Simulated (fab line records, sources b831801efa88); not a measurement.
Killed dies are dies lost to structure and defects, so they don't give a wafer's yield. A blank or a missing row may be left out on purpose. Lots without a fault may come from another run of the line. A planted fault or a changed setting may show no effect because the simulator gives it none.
Chamber matching | flow gf180mcu | GF_MIM_CVD_05 on pecvd-01: 3 sister chambers
The step deposits Si3N4, target thk 42 nm, time 29.086 s. 3 wafers are shown with their chamber, then 7 later ones without.

WAFERS WITH THEIR CHAMBER
wafer  | chamber | heater_power_w (W)
L088.4 | 0       | 751
L089.1 | 2       | 578
L089.2 | 1       | 778

WAFERS WITHOUT THEIR CHAMBER
wafer  | heater_power_w (W)
L089.3 | 787
L091.1 | 710
L091.3 | 716
L091.5 | 702
L093.1 | 654
L093.4 | 674
L093.5 | 667

WHICH CHAMBER EACH WENT THROUGH
wafer  | from the rows above          | in truth
L089.3 | can't be placed: 1 or 0      | 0
L091.1 | can't be placed: 0 or 1 or 2 | 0
L091.3 | can't be placed: 0 or 1 or 2 | 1
L091.5 | can't be placed: 0 or 1 or 2 | 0
L093.1 | can't be placed: 2 or 0 or 1 | 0
L093.4 | can't be placed: 0 or 2 or 1 | 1
L093.5 | can't be placed: 0 or 2 or 1 | 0
Placed correctly: 0 of 7. Can't be placed from these rows: 7 (the true chamber is among the candidates in 7). Placed wrongly: 0.
How it was worked out, from the rows above alone: a wafer's distance from a chamber is the root of the sum, over the readings, of the square of ((its reading less the chamber's mean) divided by the reading's scatter). The wafer belongs to the nearest chamber; if the next one is less than 2 further off, it can't be placed. A chamber's mean is the mean of its shown wafers. The scatter: with one shown wafer a chamber, the root of the mean of the squares of how far each hidden wafer lies from its nearest shown one.
